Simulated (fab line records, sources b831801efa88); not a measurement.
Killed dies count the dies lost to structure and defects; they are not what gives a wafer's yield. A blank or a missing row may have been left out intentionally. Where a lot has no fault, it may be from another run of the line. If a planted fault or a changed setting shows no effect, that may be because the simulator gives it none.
fab line records -- flow sky130
[record] lots = 6, wafers = 18, last-day = 50
route steps=708 shown METAL3@570 VIA3@573 PAD_OPEN@708
lots that met no fault: taken from a fault-free run of the same line
start-h: hours from the record's opening day to when the first of the lot's shown wafers began -- wait-h: hours since the lot's step before -- " unchanged from the row above -- L1.1+2: one row covering several wafers at once -- - no value, or no start given -- * or withheld: withheld -- < > ~ a bound
route shown NAME@n: NAME is a module with steps in the file, n the number in the route of the first one -- usual: the fault-free wafers' mean and standard deviation -- same: alike in all rows -- chamber/n: place in a boat -- sites: the reading at each site -- _std_site: standard deviation of those values -- _edge_site: inner sites' mean taken away from outer sites' mean -- radius-mm: how far each site lies from the wafer's centre -- mask NAME#n: copy n -- behind: the tool/chamber that last shaped the wafer -- hold: what put the lot on hold/how long, in hours/how the hold closed -- device: whichever transistor did not switch (one of n, p or np) -- end of line: at the end of the route, the tests of the same wafers -- step lacking rows: just its recipe -- killed: count of dies lost to structure and defects at first sort (not the wafer's yield) -- map: the dies of a wafer, with x for killed, . for not killed, _ for no die there
set.NAME: setting as actually run; set.NAME@STEP: the setting as run at that earlier step -- model.NAME: the simulator's own value behind a step, which no gauge read
a table for each step, a row for each wafer; lots at some steps of the route
services: the hour from which a tool's chamber was out of use, counted from the record's first day as start-h (under 0 if before that day), plus the number of hours and why
[[steps]]
[step SKY_METAL3_STRIP_20]
[recipe] chemistry = post-etch-residue-remover, time-s = 1200, temp-c = 72.5
[step SKY_METAL3_CLEAN_21]
[recipe] chemistry = IPA, time-s = 180, temp-c = 25
[step SKY_METAL3_CLEAN_22]
[recipe] chemistry = O3/DIW, dry = n2-spin
[step SKY_VIA3_HDPCVD_00]
[recipe] material = SiO2, target-thk-nm = 1635, sigma-open-frac = 0.3, time-s = 272.5, temp-c = 400, sih4-flow-sccm = 60, pressure-mtorr = 6
[step SKY_VIA3_THK_MEAS_01]
[recipe] reads = SiO2_of_VIA3_HDPCVD_00
[usual] VIA3_HDPCVD_THK = 1623/17
lot.wafer,tool,chamber,start-h,wait-h,VIA3_HDPCVD_THK[nm]
L424.1,film-metro-01,-,940.14,0.1,1609
L424.3,film-metro-01,-,940.14,0.1,1632
L424.6,film-metro-01,-,940.14,0.1,1610
L430.1,film-metro-01,-,977.40,0.1,1611
L430.5,film-metro-01,-,977.40,0.1,1624
L430.6,film-metro-01,-,977.40,0.1,1596
L435.1,film-metro-01,-,1009.91,0.2,1649
L435.4,film-metro-01,-,1009.91,0.2,1632
L435.5,film-metro-01,-,1009.91,0.2,1651
L438.1,film-metro-01,-,1022.28,0.1,1617
L438.4,film-metro-01,-,1022.28,0.1,1627
L438.6,film-metro-01,-,1022.28,0.1,1611
L442.1,film-metro-04,-,1056.59,0.1,1632
L442.5,film-metro-04,-,1056.59,0.1,1650
L442.6,film-metro-04,-,1056.59,0.1,1650
L444.1,film-metro-04,-,1059.85,0.1,1627
L444.3,film-metro-04,-,1059.85,0.1,1616
L444.4,film-metro-04,-,1059.85,0.1,1627
[step SKY_VIA3_CMP_02]
[recipe] material = SiO2, down-force-psi = 4, platen-rpm = 60, pad-velocity-m-s = 0.94248
[usual] motor-current-A = 12.1/0.9
lot.wafer,tool,chamber,start-h,wait-h,motor-current-A
L424.1,cmp-01,0,940.25,0.1,12.3
L424.3,cmp-01,1,940.25,0.1,12.1
L424.6,cmp-01,3,940.25,0.1,12.0
L430.1,cmp-01,1,977.51,0.1,12.7
L430.5,cmp-01,0,977.51,0.1,12.3
L430.6,cmp-01,1,977.51,0.1,12.4
L435.4,cmp-01,3,1010.07,0.1,12.6
L435.1,cmp-01,0,1010.07,0.1,12.7
L435.5,cmp-01,2,1010.07,0.1,12.1
L438.1,cmp-01,3,1022.39,0.1,12.8
L438.4,cmp-01,1,1022.39,0.1,12.3
L438.6,cmp-01,3,1022.39,0.1,12.0
L442.1,cmp-02,2,1056.70,0.1,11.2
L442.6,cmp-02,1,1056.70,0.1,13.6
L442.5,cmp-02,2,1056.70,0.1,11.6
L444.1,cmp-01,1,1059.96,0.1,12.3
L444.3,cmp-01,2,1059.96,0.1,11.4
L444.4,cmp-01,3,1059.96,0.1,12.4
[step SKY_VIA3_BOW_MEAS_03]
[recipe] mode = bow
[usual] VIA3_BOW = 79/8.7
lot.wafer,tool,chamber,start-h,wait-h,VIA3_BOW[um]
L424.1,film-metro-04,-,940.50,0.2,66
L424.3,film-metro-04,-,940.50,0.2,76
L424.6,film-metro-04,-,940.50,0.2,74
L430.1,film-metro-03,-,977.76,0.2,84
L430.5,film-metro-03,-,977.76,0.2,87
L430.6,film-metro-03,-,977.76,0.2,88
L435.1,film-metro-04,-,1010.27,0.1,90
L435.4,film-metro-04,-,1010.27,0.1,89
L435.5,film-metro-04,-,1010.27,0.1,84
L438.1,film-metro-01,-,1022.64,0.2,77
L438.4,film-metro-01,-,1022.64,0.2,78
L438.6,film-metro-01,-,1022.64,0.2,81
L442.1,film-metro-01,-,1056.95,0.2,89
L442.5,film-metro-01,-,1056.95,0.2,91
L442.6,film-metro-01,-,1056.95,0.2,91
L444.1,film-metro-03,-,1060.26,0.2,97
L444.3,film-metro-03,-,1060.26,0.2,96
L444.4,film-metro-03,-,1060.26,0.2,88
[step SKY_VIA3_DEHYDRATE_04]
[recipe] temp-c = 200, time-s = 60
[step SKY_VIA3_HMDS_05]
[recipe] prime-time-s = 60, prime-temp-c = 120
[step SKY_VIA3_COAT_06]
[recipe] resist = BARC, temp-c = withheld, time-s = withheld, spin-rpm = 3000, resist-thk-nm = 60
[step SKY_VIA3_COAT_07]
[recipe] resist = KrF-thick, spin-rpm = 3000, resist-thk-nm = 450
[step SKY_VIA3_SOFTBAKE_08]
[recipe] temp-c = 99.4, time-s = 90, resist = KrF-thick
[step SKY_VIA3_EXPOSE_09]
[recipe] mask-id = VIM3, na = 0.8, source-shape = annular, sigma-inner = 0.55, sigma-outer = 0.85, target-cd-nm = 200, dose-mj = 38
[usual] exposure-dose-mJ-cm2 = 37.98/0.039, reticle-temp-C = 23.01/0.11
lot.wafer,tool,chamber,start-h,wait-h,mask,exposure-dose-mJ-cm2,reticle-temp-C
L424.1,krf-scanner-01,0,952.60,-,VIM3#0,37.97,23.16
L424.3,krf-scanner-01,0,952.60,-,VIM3#0,37.94,23.11
L424.6,krf-scanner-01,0,952.60,-,VIM3#0,37.94,23.10
L430.1,krf-scanner-01,0,990.42,-,VIM3#0,37.98,22.87
L430.5,krf-scanner-01,0,990.42,-,VIM3#0,37.95,22.71
L430.6,krf-scanner-01,0,990.42,-,VIM3#0,38.01,22.89
L435.1,krf-scanner-01,0,1021.17,-,VIM3#0,37.44,23.05
L435.4,krf-scanner-01,0,1021.17,-,VIM3#0,37.36,22.99
L435.5,krf-scanner-01,0,1021.17,-,VIM3#0,37.44,23.00
L438.1,krf-scanner-01,0,1035.97,-,VIM3#0,37.43,22.98
L438.4,krf-scanner-01,0,1035.97,-,VIM3#0,37.48,22.83
L438.6,krf-scanner-01,0,1035.97,-,VIM3#0,37.40,22.96
L442.1,krf-scanner-02,0,1067.35,-,VIM3#0,37.98,22.96
L442.5,krf-scanner-02,0,1067.35,-,VIM3#0,37.92,23.00
L442.6,krf-scanner-02,0,1067.35,-,VIM3#0,37.99,22.95
L444.1,krf-scanner-02,0,1070.30,-,VIM3#0,37.99,23.05
L444.3,krf-scanner-02,0,1070.30,-,VIM3#0,37.97,22.93
L444.4,krf-scanner-02,0,1070.30,-,VIM3#0,38.02,23.03
[step SKY_VIA3_PEB_10]
[recipe] peb-temp-c = withheld, peb-time-s = withheld, resist = KrF-thick
[step SKY_VIA3_DEVELOP_11]
[recipe] develop-time-s = 60, resist = KrF-thick, dev-temp-c = 21
[step SKY_VIA3_CD_MEAS_12]
[recipe] target-cd-nm = 200
[usual] cd-nm = 199.7/1.6
lot.wafer,tool,chamber,start-h,wait-h,cd-nm
L424.1,cd-sem-02,-,965.39,-,198.8
L424.3,cd-sem-02,-,965.39,-,196.9
L424.6,cd-sem-02,-,965.39,-,198.0
L430.1,cd-sem-01,-,1002.00,-,199.7
L430.5,cd-sem-01,-,1002.00,-,199.4
L430.6,cd-sem-01,-,1002.00,-,201.7
L435.1,cd-sem-02,-,1033.97,-,194.9
L435.4,cd-sem-02,-,1033.97,-,193.1
L435.5,cd-sem-02,-,1033.97,-,193.7
L438.1,cd-sem-01,-,1046.14,-,197.8
L438.4,cd-sem-01,-,1046.14,-,197.4
L438.6,cd-sem-01,-,1046.14,-,196.5
L442.1,cd-sem-02,-,1077.70,-,203.2
L442.5,cd-sem-02,-,1077.70,-,202.1
L442.6,cd-sem-02,-,1077.70,-,201.9
L444.1,cd-sem-01,-,1081.30,-,197.4
L444.3,cd-sem-01,-,1081.30,-,199.2
L444.4,cd-sem-01,-,1081.30,-,198.4
[step SKY_VIA3_OVL_MEAS_13]
[usual] VIA3_OVL = -3/4.7
lot.wafer,tool,chamber,start-h,wait-h,VIA3_OVL[nm]
L424.1,overlay-01,-,965.51,0.1,3
L424.3,overlay-01,-,965.51,0.1,-6
L424.6,overlay-01,-,965.51,0.1,-3
L430.1,overlay-02,-,1002.12,0.1,-7
L430.5,overlay-02,-,1002.12,0.1,-8
L430.6,overlay-02,-,1002.12,0.1,-18
L435.1,overlay-01,-,1034.09,0.1,-2
L435.4,overlay-01,-,1034.09,0.1,-1
L435.5,overlay-01,-,1034.09,0.1,-1
L438.1,overlay-02,-,1046.26,0.1,-3
L438.4,overlay-02,-,1046.26,0.1,-5
L438.6,overlay-02,-,1046.26,0.1,-4
L442.1,overlay-01,-,1077.82,0.1,2
L442.5,overlay-01,-,1077.82,0.1,2
L442.6,overlay-01,-,1077.82,0.1,1
L444.1,overlay-01,-,1081.42,0.1,-5
L444.3,overlay-01,-,1081.42,0.1,-9
L444.4,overlay-01,-,1081.42,0.1,-3
[step SKY_VIA3_ETCH_14]
[recipe] chemistry = N2/H2, target = BARC, ion-energy-ev = 200, source-w = 500, bias-w = 100, pressure-mtorr = 30, n2-flow-sccm = 100, h2-flow-sccm = 200, stop-on = SiO2, time-s = 45.9, target-depth-a = 600
[usual] drypump-motor-current-A = 6.1/0.34, n2-flow-sccm = 100.01/0.3, oes-product-au = 0.855/0.0049, throttle-valve-pct = 13.224/0.0091
lot.wafer,tool,chamber,start-h,wait-h,drypump-motor-current-A,n2-flow-sccm,oes-product-au,rf-hours-counter-h,throttle-valve-pct,model.VIA3.cd-nm
L424.1,rie-diel-03,0,965.55,0.0,6.5,99.97,0.860,26,13.225,198.4
L424.3,rie-diel-03,3,965.55,0.0,6.2,99.89,0.852,11,13.207,196.4
L424.6,rie-diel-03,0,965.55,0.0,6.5,99.89,0.857,-,13.238,197.6
L430.1,rie-diel-01,2,1002.16,0.0,6.5,99.89,0.858,20,13.218,198.2
L430.5,rie-diel-01,2,1002.16,0.0,6.5,99.79,0.856,-,13.230,198.7
L430.6,rie-diel-01,3,1002.16,0.0,6.1,99.66,0.850,-,13.231,201.1
L435.1,rie-diel-03,1,1034.12,0.0,6.3,99.96,0.848,23,13.232,194.4
L435.4,rie-diel-03,3,1034.12,0.0,6.1,100.63,0.858,13,13.235,193.2
L435.5,rie-diel-03,3,1034.12,0.0,6.1,100.10,0.851,-,13.228,193.6
L438.1,rie-diel-04,3,1046.30,0.0,5.4,99.30,0.856,19,13.234,198.5
L438.4,rie-diel-04,0,1046.30,0.0,6.2,100.19,0.854,13,13.224,196.1
L438.6,rie-diel-04,1,1046.30,0.0,6.0,99.78,0.858,-,13.227,196.4
L442.1,rie-diel-03,0,1077.86,0.0,6.5,99.83,0.862,1,13.235,203.1
L442.5,rie-diel-03,2,1077.86,0.0,5.5,99.93,0.849,-,13.217,203
L442.6,rie-diel-03,1,1077.86,0.0,6.3,100.44,0.850,-,13.206,201.9
L444.1,rie-diel-01,0,1081.46,0.0,6.2,99.82,0.859,28,13.205,197
L444.3,rie-diel-01,2,1081.46,0.0,6.5,100.52,0.858,22,13.225,198.6
L444.4,rie-diel-01,1,1081.46,0.0,5.6,100.03,0.851,24,13.210,198
[step SKY_VIA3_ETCH_15]
[recipe] target = SiO2, chemistry = C4F8/O2/Ar, target-depth-nm = 507, stop-on = TiN, mask-material = KrF-thick, source-w = 1500, bias-w = 1200, pressure-mtorr = 40, c4f8-flow-sccm = withheld, O2_flow_sccm = 6, Ar_flow_sccm = 300, time-s = 78
[usual] oes-product-au = 0.947/0.0049
lot.wafer,tool,chamber,start-h,wait-h,oes-product-au,rf-hours-counter-h
L424.1,rie-diel-03,0,965.59,0.0,0.938,26
L424.3,rie-diel-03,3,965.59,0.0,0.944,11
L424.6,rie-diel-03,0,965.59,0.0,0.943,-
L430.1,rie-diel-01,2,1002.20,0.0,0.939,20
L430.5,rie-diel-01,2,1002.20,0.0,0.947,-
L430.6,rie-diel-01,3,1002.20,0.0,0.939,-
L435.1,rie-diel-03,1,1034.16,0.0,0.941,23
L435.4,rie-diel-03,3,1034.16,0.0,0.943,13
L435.5,rie-diel-03,3,1034.16,0.0,0.955,-
L438.1,rie-diel-04,3,1046.34,0.0,0.941,19
L438.4,rie-diel-04,0,1046.34,0.0,0.949,13
L438.6,rie-diel-04,1,1046.34,0.0,0.948,-
L442.1,rie-diel-03,0,1077.90,0.0,0.948,1
L442.5,rie-diel-03,2,1077.90,0.0,0.947,-
L442.6,rie-diel-03,1,1077.90,0.0,0.950,-
L444.1,rie-diel-01,0,1081.50,0.0,0.944,28
L444.3,rie-diel-01,2,1081.50,0.0,0.954,22
L444.4,rie-diel-01,1,1081.50,0.0,0.959,24
[step SKY_PAD_OPEN_PROBE_99]
[usual] defect-limited-yield = 82.1/1.9, killed_at_M0_to_M3 = 44/6.6, killed_at_M4_up = 3.0/1.9, killed-at-contacts = 24/5.1, killed-at-front-end = 16/4.6, killed-at-other = 0.3/0.59, killed-dies = 88/9.5, killed-on-rim = 17/3.7, killed-open = 48/6.7, killed-short = 40/6.1, sort_bin_3_pad_short = 0.9/0.43, sort_bin_5_function = 10.7/1.6, sort_bin_6_memory = 6.3/1.1, sort-n-pass = 404/9.5, sort-yield-pct = 82.1/1.9
[same] gross-dies = 492, killed-at-back-side = 0, sort_bin_4_leakage[%] = 0, sort_bin_8_speed[%] = 0
lot.wafer,tool,chamber,start-h,wait-h,defect-limited-yield[%],killed_at_M0_to_M3,killed_at_M4_up,killed-at-contacts,killed-at-front-end,killed-at-other,killed-dies,killed-on-rim,killed-open,killed-short,sort_bin_3_pad_short[%],sort_bin_5_function[%],sort_bin_6_memory[%],sort-n-pass,sort-yield-pct[%]
L424.1,prober-02,-,1109.91,0.1,82.9,34,7,23,20,0,84,17,49,35,0.8,10.2,6.1,408,82.9
L424.3,prober-02,-,1110.01,0.2,84.3,37,6,20,14,0,77,10,37,40,1.0,8.1,6.5,415,84.3
L424.6,prober-02,-,1110.16,0.2,81.7,46,4,26,14,0,90,16,48,42,1.0,10.2,7.1,402,81.7
L430.1,prober-01,-,1139.74,0.1,81.9,47,4,25,13,0,89,21,51,38,1.0,10.2,6.9,403,81.9
L430.5,prober-01,-,1139.94,0.2,83.5,45,2,23,11,0,81,19,38,43,0.4,8.7,7.3,411,83.5
L430.6,prober-01,-,1139.99,0.2,80.5,46,4,31,15,0,96,17,47,49,1.6,10.4,7.5,396,80.5
L435.1,prober-01,-,1163.12,0.1,81.3,41,4,23,23,1,92,21,56,36,1.0,12.8,4.9,400,81.3
L435.4,prober-01,-,1163.27,0.2,82.9,39,5,27,12,1,84,14,37,45,1.6,10.6,4.9,408,82.9
L435.5,prober-01,-,1163.32,0.2,77.4,54,5,29,23,0,111,17,48,63,0.8,14.8,6.9,381,77.4
L438.1,prober-01,-,1175.52,0.1,79.9,54,6,21,18,0,99,21,49,50,0,13.6,6.5,393,79.9
L438.4,prober-01,-,1175.67,0.2,83.5,40,2,19,20,0,81,20,46,35,0.2,10.4,5.9,411,83.5
L438.6,prober-01,-,1175.77,0.2,83.1,42,5,23,13,0,83,24,40,42,0.6,10.4,5.9,409,83.1
L442.1,prober-02,-,1197.49,0.1,83.1,45,1,15,22,0,83,14,48,35,0.4,10.8,5.7,409,83.1
L442.5,prober-02,-,1197.69,0.2,82.9,36,2,25,21,0,84,17,49,35,1.0,10.6,5.5,408,82.9
L442.6,prober-02,-,1197.74,0.2,85.6,34,0,23,14,0,71,23,41,30,1.0,7.5,5.9,421,85.6
L444.1,prober-02,-,1201.64,0.1,83.7,44,2,24,10,0,80,15,43,37,0.6,11.4,4.3,412,83.7
L444.3,prober-02,-,1201.74,0.2,80.7,53,0,23,18,1,95,15,53,42,1.2,11.0,7.1,397,80.7
L444.4,prober-02,-,1201.79,0.2,83.3,50,0,20,11,1,82,14,47,35,0.4,8.9,7.3,410,83.3
// killed by level:class
L424.1 VIA1:geometric-particle:open=12 CONTACT:geometric-particle:open=8 LI_CONTACT:geometric-particle:open=7 VIA1:geometric-particle:short=7 POLY_GATE:geometric-particle:short=5 METAL4:geometric-particle:short=5 FIELD_ISO:geometric-particle:open=4 POLY_GATE:geometric-particle:open=4
L424.3 CONTACT:geometric-particle:open=7 METAL1:geometric-particle:short=6 POLY_GATE:geometric-particle:open=5 LI_CONTACT:geometric-particle:open=5 VIA1:geometric-particle:open=5 METAL2:geometric-particle:short=5 POLY_GATE:geometric-particle:short=4 LI_CONTACT:geometric-particle:short=4
L424.6 VIA1:geometric-particle:open=13 CONTACT:geometric-particle:open=11 METAL2:geometric-particle:short=7 VIA2:geometric-particle:open=6 LOCAL_INTERCONNECT:geometric-particle:short=6 METAL1:geometric-particle:short=6 FIELD_ISO:geometric-particle:short=5 LI_CONTACT:geometric-particle:open=5
L430.1 VIA1:geometric-particle:open=11 CONTACT:geometric-particle:open=10 METAL1:geometric-particle:short=9 VIA3:geometric-particle:open=9 FIELD_ISO:geometric-particle:open=6 LI_CONTACT:geometric-particle:open=6 CONTACT:geometric-particle:short=6 VIA1:geometric-particle:short=4
L430.5 VIA1:geometric-particle:open=12 METAL2:geometric-particle:short=9 CONTACT:geometric-particle:short=8 METAL1:geometric-particle:short=7 CONTACT:geometric-particle:open=6 LI_CONTACT:geometric-particle:open=4 VIA2:geometric-particle:open=4 FIELD_ISO:geometric-particle:short=3
L430.6 LI_CONTACT:geometric-particle:open=10 VIA1:geometric-particle:open=9 CONTACT:geometric-particle:open=8 METAL2:geometric-particle:short=7 VIA2:geometric-particle:open=7 POLY_GATE:geometric-particle:short=6 LOCAL_INTERCONNECT:geometric-particle:short=6 VIA2:geometric-particle:short=5
L435.1 CONTACT:geometric-particle:open=11 VIA3:geometric-particle:open=11 VIA1:geometric-particle:open=11 FIELD_ISO:geometric-particle:short=6 FIELD_ISO:geometric-particle:open=5 POLY_GATE:geometric-particle:open=5 LI_CONTACT:geometric-particle:open=4 METAL1:geometric-particle:short=4
L435.4 VIA1:geometric-particle:open=12 METAL2:geometric-particle:short=6 LI_CONTACT:geometric-particle:short=6 LI_CONTACT:geometric-particle:open=6 LOCAL_INTERCONNECT:geometric-particle:short=5 CONTACT:geometric-particle:short=5 CONTACT:geometric-particle:open=5 FIELD_ISO:geometric-particle:open=3
L435.5 VIA1:geometric-particle:open=14 CONTACT:geometric-particle:open=10 METAL1:geometric-particle:short=9 FIELD_ISO:geometric-particle:short=7 POLY_GATE:geometric-particle:short=7 LOCAL_INTERCONNECT:geometric-particle:short=7 VIA1:geometric-particle:short=7 CONTACT:geometric-particle:short=6
L438.1 CONTACT:geometric-particle:open=12 FIELD_ISO:geometric-particle:short=9 VIA1:geometric-particle:open=9 VIA3:geometric-particle:open=9 VIA1:geometric-particle:short=7 METAL2:geometric-particle:short=7 VIA2:geometric-particle:short=7 VIA2:geometric-particle:open=5
L438.4 VIA1:geometric-particle:open=11 FIELD_ISO:geometric-particle:open=9 CONTACT:geometric-particle:open=8 VIA3:geometric-particle:open=7 LI_CONTACT:geometric-particle:open=6 FIELD_ISO:geometric-particle:short=5 CONTACT:geometric-particle:short=4 METAL1:geometric-particle:short=4
L438.6 VIA1:geometric-particle:open=13 CONTACT:geometric-particle:open=11 METAL1:geometric-particle:short=9 VIA3:geometric-particle:short=6 POLY_GATE:geometric-particle:short=4 METAL2:geometric-particle:short=4 CONTACT:geometric-particle:short=4 VIA2:geometric-particle:open=4
L442.1 VIA1:geometric-particle:open=19 CONTACT:geometric-particle:open=9 FIELD_ISO:geometric-particle:open=8 METAL1:geometric-particle:short=7 VIA1:geometric-particle:short=6 FIELD_ISO:geometric-particle:short=4 POLY_GATE:geometric-particle:short=4 METAL2:geometric-particle:short=4
L442.5 VIA1:geometric-particle:open=12 CONTACT:geometric-particle:open=11 FIELD_ISO:geometric-particle:open=10 LOCAL_INTERCONNECT:geometric-particle:short=6 VIA1:geometric-particle:short=6 METAL2:geometric-particle:short=6 POLY_GATE:geometric-particle:open=3 VIA2:geometric-particle:open=3
L442.6 LI_CONTACT:geometric-particle:open=8 FIELD_ISO:geometric-particle:open=7 CONTACT:geometric-particle:open=7 METAL1:geometric-particle:short=7 LOCAL_INTERCONNECT:geometric-particle:short=6 VIA1:geometric-particle:open=5 VIA3:geometric-particle:open=5 VIA2:geometric-particle:open=3
L444.1 VIA1:geometric-particle:open=10 VIA3:geometric-particle:open=8 VIA1:geometric-particle:short=7 METAL1:geometric-particle:short=6 LI_CONTACT:geometric-particle:short=6 VIA2:geometric-particle:open=6 CONTACT:geometric-particle:open=6 LI_CONTACT:geometric-particle:open=5
L444.3 VIA1:geometric-particle:open=17 METAL2:geometric-particle:short=7 FIELD_ISO:geometric-particle:short=6 LOCAL_INTERCONNECT:geometric-particle:short=6 CONTACT:geometric-particle:open=6 VIA3:geometric-particle:open=6 FIELD_ISO:geometric-particle:open=5 VIA2:geometric-particle:short=5
L444.4 VIA1:geometric-particle:open=12 CONTACT:geometric-particle:open=10 VIA2:geometric-particle:open=8 VIA3:geometric-particle:open=6 METAL1:geometric-particle:short=5 VIA3:geometric-particle:short=4 FIELD_ISO:geometric-particle:short=4 VIA1:geometric-particle:short=4
[[services]]
tool,chamber,start-h,hours,kind
rie-diel-03,0,926.82,2.1,repair
cmp-02,-,946.30,0.3,repair
cmp-02,-,947.02,0.9,repair
krf-scanner-01,-,947.60,0.8,pm
krf-scanner-01,-,949.44,1.0,pm
rie-diel-04,0,968.87,4.2,repair
rie-diel-01,1,971.64,3.6,repair
krf-scanner-02,-,974.17,1.0,pm
cmp-02,-,979.99,2.6,repair
cmp-01,-,993.00,3.7,pm
cmp-02,-,996.71,9.6,pm
rie-diel-01,-,1011.53,14.6,pm
cmp-02,-,1011.79,2.3,repair
cmp-01,-,1015.77,4.3,repair
rie-diel-04,-,1024.26,0.4,repair
rie-diel-03,0,1034.57,-,clean
rie-diel-04,-,1037.80,0.6,repair
rie-diel-04,3,1041.35,4.2,repair
krf-scanner-01,-,1043.43,1.2,repair
cmp-02,-,1058.54,3.6,pm
krf-scanner-02,-,1061.99,0.8,pm
rie-diel-03,2,1066.54,9.2,repair
cmp-01,-,1071.48,3.0,repair
krf-scanner-02,-,1080.64,1.3,pm
[[key]]
[first-sign] step = SKY_VIA3_EXPOSE_09, reading = exposure-dose-mJ-cm2, direction = down, sigmas = 14, usual = *, struck = *
effect none on later readings
[model-effect] step = SKY_VIA3_ETCH_14, value = VIA3.cd-nm, without = 198, struck = 195.4
met-at SKY_VIA3_EXPOSE_09
struck-wafers L435.1,L435.4,L435.5,L438.1,L438.4,L438.6
[loop-trim] step = SKY_VIA3_EXPOSE_09, setting = dose, lots = L438
onset-between 990.42 1021.17
[fault] kind = process-parameter-drift, tool = krf-scanner-01, chamber = -, onset-h = 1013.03, steps = SKY_VIA3_EXPOSE_09, channel = dose-mj, offset = -0.6137, shape = step, acts-in = these-recipes-only, stated = 38
// loop-trim: a control loop set the setting to another value than it would have without faults
